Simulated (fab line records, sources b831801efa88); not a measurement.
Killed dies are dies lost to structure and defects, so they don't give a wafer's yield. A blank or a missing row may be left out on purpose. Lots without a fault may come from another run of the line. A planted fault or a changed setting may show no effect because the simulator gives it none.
A struck lot beside a sound one | flow sky130 | 13 steps out of a route of 708
Sound: wafers L616.2, L616.4, L616.5. Struck: wafers L628.2, L628.4, L628.5. The cause comes at the end.
At each step with rows: each side's tool, then ch and its chambers, then its first start. Under that, the readings that differ: sound wafers | struck wafers | difference of the means | sigmas: that difference in standard deviations of wafers without a fault.
alike: readings whose means differ by less than 2 such deviations, and words and numbers that are the same on both sides. not compared: withheld readings, readings that some wafer has no value for, bounds like >300 that may hide the same value, and numbers for which the record gives no deviation and whose values overlap.
The two part at a step that has a row with sigmas, a row that says differs or no value, or rows on one side only. Numbers that don't overlap but have no deviation are shown without sigmas and don't part them. A reading that every wafer of one side lacks parts them only if that side has two wafers or more.

SKY_NWELL_STRIP_25: strips in O2/N2.
  sound on plasma_asher-02 ch 0, day 6 01:56; struck on plasma_asher-02 ch 0,1, day 9 19:00
  reading                      | sound             | struck            | difference | sigmas
  strip_time_to_endpoint_s (s) | 37.14 37.20 37.17 | 36.90 36.97 36.78 | -0.29      | -2
  alike: drypump_motor_current_A, oes_product_au
  not compared: rf_hours_counter_h
SKY_NWELL_TW_MEAS_26:
  sound on film_metro-02, day 6 02:03; struck on film_metro-04, day 9 19:07
  alike: NWELL_2_TW
then, 1 step without rows for these wafers: SKY_NWELL_CLEAN_27 (cleans in SC1/SC2, time 150 s).
SKY_NWELL_RTA_28: time 30 s.
  sound on rtp_anneal-01 ch 0, day 6 02:10; struck on rtp_anneal-01 ch 0, day 9 19:14
  alike: lamp_power_pct, ramp_up_c_per_s, wafer_temp_C_max
SKY_NWELL_RS_MEAS_29: measures by four-point-probe.
  sound on film_metro-04, day 6 02:16; struck on film_metro-01, day 9 19:20
  alike: NWELL_RS
SKY_NWELL_RS_MEAS_31: measures by four-point-probe.
  sound on film_metro-04, day 6 02:31; struck on film_metro-01, day 9 19:34
  alike: PWDE_RS
then, 5 steps without rows for these wafers: SKY_VT_ADJUST_HVTP_DEHYDRATE_00 (time 60 s); SKY_VT_ADJUST_HVTP_HMDS_01 (prime time 60 s); SKY_VT_ADJUST_HVTP_COAT_02 (resist thk 1140 nm); SKY_VT_ADJUST_HVTP_SOFTBAKE_03 (time 60 s); SKY_VT_ADJUST_HVTP_EXPOSE_04 (exposes mask HVTPM, target cd 380 nm).
SKY_VT_ADJUST_HVTP_PEB_05:
  sound on litho_track-02 ch 0, day 6 20:19; struck on litho_track-03, day 10 16:59
  reading         | sound          | struck | difference                    | sigmas
  exhaust_pa (Pa) | 45.9 45.9 45.8 | - - -  | no value on the struck wafers |
  not compared: chill_plate_temp_C, resist_line_temp_C, time_s
then, 1 step without rows for these wafers: SKY_VT_ADJUST_HVTP_DEVELOP_06 (develop time 60 s).

WHERE THEY PART
First at SKY_NWELL_STRIP_25; last, within this record, at SKY_VT_ADJUST_HVTP_PEB_05.

WHY: what the simulator had put in
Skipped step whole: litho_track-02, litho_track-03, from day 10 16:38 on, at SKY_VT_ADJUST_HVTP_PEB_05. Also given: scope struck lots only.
